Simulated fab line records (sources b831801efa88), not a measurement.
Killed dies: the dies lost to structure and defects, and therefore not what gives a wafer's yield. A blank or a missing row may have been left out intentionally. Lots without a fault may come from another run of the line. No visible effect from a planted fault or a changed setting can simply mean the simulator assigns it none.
Matching of chambers    flow gf180mcu    GF_V2_CMP_04 on cmp-02: 4 sister chambers
The step polishes SiO2. 4 wafers are shown with their chamber, then 7 later ones without.

WAFERS, EACH WITH ITS CHAMBER
wafer   chamber  motorCurrentA (A)
L394.6  3        10.9
L396.1  2        11.4
L396.3  0        11.4
L401.5  1        14.7

WAFERS WITH NO CHAMBER GIVEN
wafer   motorCurrentA (A)
L401.6  10.7
L406.2  10.9
L406.4  10.4
L406.6  11.0
L410.1  11.4
L410.3  10.7
L410.4  15.0

THE CHAMBER EACH PASSED THROUGH
wafer    from the rows above            in truth
L401.6   3                              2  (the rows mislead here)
L406.2   3                              3
L406.4   3                              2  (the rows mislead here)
L406.6   can't be placed: 3 or 0 or 2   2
L410.1   can't be placed: 0 or 2        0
L410.3   3                              3
L410.4   1                              1
Correctly placed: 3 of 7. These rows do not allow placing 2 (true chamber among the candidates in 2). Placed wrongly: 2.
How it was worked out, from the rows above alone: a wafer's distance from a chamber is the root of the sum, over the readings, of the square of ((its reading less the chamber's mean) divided by the reading's scatter). If the next closest chamber is less than 2 further off than the closest, the wafer can't be placed; otherwise it belongs to the closest. For every chamber, the mean is computed from those of its wafers that are shown. The scatter (one wafer shown for each chamber): square how far every hidden wafer sits from the nearest shown wafer, average those squares and take the square root.
